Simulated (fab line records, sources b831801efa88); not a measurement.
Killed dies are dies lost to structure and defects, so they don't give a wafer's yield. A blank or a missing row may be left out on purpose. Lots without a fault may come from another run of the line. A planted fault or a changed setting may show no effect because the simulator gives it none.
Which tool did it? | flow sky130 | 12 lots, 36 wafers sampled, at 5 steps of a route of 708

WHAT THE GAUGES READ, wafer by wafer
The record holds no reading of a measuring or inspecting step that can be judged against a usual standard deviation.

WHICH TOOL RAN EACH LOT (tool, then ch and the chambers of the sampled wafers, then the start)
lot  | SKY_VIA1_ETCH_15                   | SKY_VIA1_CMP_24               | SKY_METAL2_SPUTTER_02        | SKY_METAL2_SPUTTER_03        | SKY_PAD_OPEN_PROBE_99
L665 | rie_diel-02 ch 0,3, day 34 05:46   | cmp-02 ch 0,1,2, day 34 06:51 | pvd_sputter-04, day 34 07:05 | pvd_sputter-04, day 34 07:07 | -
L666 | rie_diel-03 ch 1,3, day 34 06:07   | cmp-02 ch 1,3, day 34 07:09   | pvd_sputter-01, day 34 07:26 | pvd_sputter-01, day 34 07:28 | -
L667 | rie_diel-02 ch 2,3, day 34 20:10   | cmp-02 ch 0,1,3, day 34 21:15 | pvd_sputter-01, day 34 21:30 | pvd_sputter-01, day 34 21:32 | -
L669 | rie_diel-01 ch 0,1,3, day 36 09:00 | cmp-01 ch 1,2,3, day 36 10:11 | pvd_sputter-03, day 36 10:26 | pvd_sputter-03, day 36 10:27 | -
L668 | rie_diel-01 ch 0,1, day 36 10:37   | cmp-01 ch 0,1,3, day 36 11:43 | pvd_sputter-04, day 36 11:58 | pvd_sputter-04, day 36 11:59 | prober-02, day 47 15:05
L671 | rie_diel-01 ch 0,1,2, day 36 15:32 | cmp-02 ch 0,1,3, day 36 16:36 | pvd_sputter-01, day 36 16:54 | pvd_sputter-01, day 36 16:55 | prober-01, day 47 19:42
L673 | rie_diel-01 ch 0,3, day 36 21:48   | cmp-01 ch 2,3, day 36 22:47   | pvd_sputter-01, day 36 23:07 | pvd_sputter-01, day 36 23:09 | prober-02, day 47 22:54
L674 | rie_diel-01 ch 1,2, day 37 01:31   | cmp-02 ch 1,2,3, day 37 02:36 | pvd_sputter-03, day 37 02:50 | pvd_sputter-03, day 37 02:52 | prober-02, day 48 03:28
L678 | rie_diel-03 ch 0,2,3, day 38 08:49 | cmp-01 ch 0,1,3, day 38 09:51 | pvd_sputter-03, day 38 10:09 | pvd_sputter-03, day 38 10:10 | prober-01, day 49 03:04
L684 | rie_diel-01 ch 0,1,2, day 40 05:03 | cmp-02 ch 2,3, day 40 06:04   | -                            | -                            | prober-01, day 50 07:47
L683 | rie_diel-02 ch 2,3, day 40 05:59   | cmp-02 ch 0,1,2, day 40 07:03 | -                            | -                            | prober-01, day 50 09:46
L686 | rie_diel-02 ch 2,3, day 41 00:42   | cmp-01 ch 1,2,3, day 41 01:46 | pvd_sputter-03, day 41 02:01 | pvd_sputter-03, day 41 02:02 | -
- SKY_VIA1_ETCH_15: etches SiO2 in C4F8/O2/Ar, stops on TiN, target depth 351 nm, time 54 s.
- SKY_VIA1_CMP_24: polishes, stops on SiO2, t overpolish 15 s, target thk 0 nm.
- SKY_METAL2_SPUTTER_02: material AlCu, target thk 250 nm, time 13.3 s.
- SKY_METAL2_SPUTTER_03: material Ti, target thk 5 nm, time 3.3 s.
- SKY_PAD_OPEN_PROBE_99

WHAT THE TOOLS THEMSELVES READ (means of the sampled wafers that have a number; where no wafer has one, the mark that the record gives instead)
SKY_VIA1_ETCH_15. Usual: oes_product_au 0.982 a.u., standard deviation 0.0061.
lot  | tool        | oes_product_au (a.u.) | flag
L665 | rie_diel-02 | 0.978                 |
L666 | rie_diel-03 | 0.978                 |
L667 | rie_diel-02 | 0.979                 |
L669 | rie_diel-01 | 0.979                 |
L668 | rie_diel-01 | 0.981                 |
L671 | rie_diel-01 | 0.978                 |
L673 | rie_diel-01 | 0.981                 |
L674 | rie_diel-01 | 0.989                 |
L678 | rie_diel-03 | 0.976                 |
L684 | rie_diel-01 | 0.987                 |
L683 | rie_diel-02 | 0.984                 |
L686 | rie_diel-02 | 0.987                 |

SKY_VIA1_CMP_24. Usual: head_pressure_psi 3.500 psi, standard deviation 0.0085; motor_current_A 11.1 A, standard deviation 1.3; overpolish_run_s 15.000 s, standard deviation 0.0094; time_to_endpoint_s 68 s, standard deviation 3.9.
lot  | tool   | head_pressure_psi (psi) | motor_current_A (A) | overpolish_run_s (s) | time_to_endpoint_s (s) | flag
L665 | cmp-02 | 3.501                   | 11.3                | 15.003               | 70                     |
L666 | cmp-02 | 3.495                   | 10.0                | 14.992               | 65                     |
L667 | cmp-02 | 3.506                   | 10.1                | 14.993               | 72                     |
L669 | cmp-01 | 3.504                   | 11.3                | 15.007               | 69                     |
L668 | cmp-01 | 3.498                   | 11.8                | 15.001               | 66                     |
L671 | cmp-02 | 3.498                   | 10.3                | 15.003               | 69                     |
L673 | cmp-01 | 3.507                   | 11.0                | 15.002               | 67                     |
L674 | cmp-02 | 3.505                   | 10.2                | 14.996               | 71                     |
L678 | cmp-01 | 3.492                   | 12.1                | 15.004               | 64                     |
L684 | cmp-02 | 3.504                   | 10.6                | 0.042                | 105                    | OFF
L683 | cmp-02 | 3.503                   | 11.3                | 0.040                | 103                    | OFF
L686 | cmp-01 | 3.501                   | 11.0                | 14.995               | 66                     |

SKY_METAL2_SPUTTER_02. Usual: throttle_valve_pct 29.4 %, standard deviation 1.
lot  | tool           | throttle_valve_pct (%) | flag
L665 | pvd_sputter-04 | 30.3                   |
L666 | pvd_sputter-01 | 29.2                   |
L667 | pvd_sputter-01 | 29.0                   |
L669 | pvd_sputter-03 | 30.1                   |
L668 | pvd_sputter-04 | 30.4                   |
L671 | pvd_sputter-01 | 29.4                   |
L673 | pvd_sputter-01 | 29.2                   |
L674 | pvd_sputter-03 | 28.4                   |
L678 | pvd_sputter-03 | 29.0                   |
L686 | pvd_sputter-03 | 28.2                   |

SKY_METAL2_SPUTTER_03. Usual: throttle_valve_pct 29.4 %, standard deviation 1.
lot  | tool           | throttle_valve_pct (%) | flag
L665 | pvd_sputter-04 | 30.4                   |
L666 | pvd_sputter-01 | 29.4                   |
L667 | pvd_sputter-01 | 29.2                   |
L669 | pvd_sputter-03 | 30.2                   |
L668 | pvd_sputter-04 | 30.4                   |
L671 | pvd_sputter-01 | 29.5                   |
L673 | pvd_sputter-01 | 29.3                   |
L674 | pvd_sputter-03 | 28.5                   |
L678 | pvd_sputter-03 | 29.1                   |
L686 | pvd_sputter-03 | 28.2                   |

SKY_PAD_OPEN_PROBE_99. Usual: defect_limited_yield 82.9 %, standard deviation 2; killed_at_M0_to_M3 42, standard deviation 7.4; killed_at_M4_up 3.3, standard deviation 2.1; killed_at_contacts 24, standard deviation 5.3; killed_at_front_end 15, standard deviation 4.5; killed_at_other 0.3, standard deviation 0.57; killed_dies 84, standard deviation 10; killed_on_rim 17, standard deviation 3.8; killed_open 46, standard deviation 7.5; killed_short 38, standard deviation 6.4; sort_bin_3_pad_short 0.9 %, standard deviation 0.44; sort_bin_5_function 10.2 %, standard deviation 1.5; sort_bin_6_memory 6.0 %, standard deviation 1.1; sort_n_pass 408, standard deviation 10; sort_yield_pct 82.9 %, standard deviation 2.
lot  | tool      | defect_limited_yield (%) | killed_at_M0_to_M3 | killed_at_M4_up | killed_at_contacts | killed_at_front_end | killed_at_other | killed_dies | killed_on_rim | killed_open | killed_short | sort_bin_3_pad_short (%) | sort_bin_5_function (%) | sort_bin_6_memory (%) | sort_n_pass | sort_yield_pct (%) | flag
L668 | prober-02 | 83.5                     | 36                 | 3.0             | 23                 | 18                  | 1.3             | 81          | 17            | 42          | 38           | 0.9                      | 10.0                    | 5.5                   | 411         | 83.5               |
L671 | prober-01 | 81.0                     | 49                 | 4.0             | 24                 | 16                  | 0.0             | 93          | 17            | 52          | 41           | 1.1                      | 11.3                    | 6.6                   | 399         | 81.0               |
L673 | prober-02 | 82.4                     | 44                 | 2.3             | 19                 | 21                  | 0.0             | 87          | 18            | 51          | 35           | 1.0                      | 11.3                    | 5.3                   | 405         | 82.4               |
L674 | prober-02 | 83.6                     | 35                 | 4.0             | 29                 | 12                  | 0.3             | 80          | 19            | 44          | 36           | 0.7                      | 9.3                     | 6.2                   | 412         | 83.6               |
L678 | prober-01 | 82.3                     | 48                 | 2.7             | 24                 | 12                  | 0.3             | 87          | 16            | 48          | 39           | 1.2                      | 9.7                     | 6.8                   | 405         | 82.3               |
L684 | prober-01 | 0.0                      | 450                | 2.7             | 25                 | 13                  | 0.7             | 492         | 96            | 41          | 45           | 84.0                     | 9.4                     | 6.6                   | 0           | 0.0                | OFF
L683 | prober-01 | 0.0                      | 455                | 2.0             | 19                 | 17                  | 0.0             | 492         | 96            | 41          | 36           | 85.4                     | 8.6                     | 6.0                   | 0           | 0.0                | OFF

THE ANSWER, worked out from the rows above alone
Rule: a lot is off if the mean of its wafers that have a number lies more than 3 standard deviations from the usual mean. A lot without any number at a reading at which 4 lots or more have one is off too. The other lots that the step has rows for count as sound. The gauges are gone through in route order, then the tools' own readings, and for those a lot's mean is taken as printed above. The first step at which some lot is off is used, and at that step the reading that is off furthest; a lot without a number counts as furthest.
Off: L684, L683, at SKY_VIA1_CMP_24 (overpolish_run_s).
A tool fits if, at that step or a process step before it, it ran every lot that is off, and no sound lot after the first of them. One fits: cmp-02 at SKY_VIA1_CMP_24. Its last sound lot is L674 (day 37 02:36), its first lot that is off L684 (day 40 06:04): a fault that began between those two fits.
The tool's own readings at SKY_VIA1_CMP_24 bear it out: on the lots that are off they differ by more than 5 times the standard deviation of the sound lots' means. overpolish_run_s reads 0.041 s there against 15.000 s on the sound lots; time_to_endpoint_s reads 104 s there against 68 s on the sound lots.

WHAT THE SIMULATOR HAD PUT IN
Process parameter drift: cmp-02, from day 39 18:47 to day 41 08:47, at SKY_VIA1_CMP_24. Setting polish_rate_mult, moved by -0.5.
Lots struck among those shown: L684, L683. The rule above found the same.
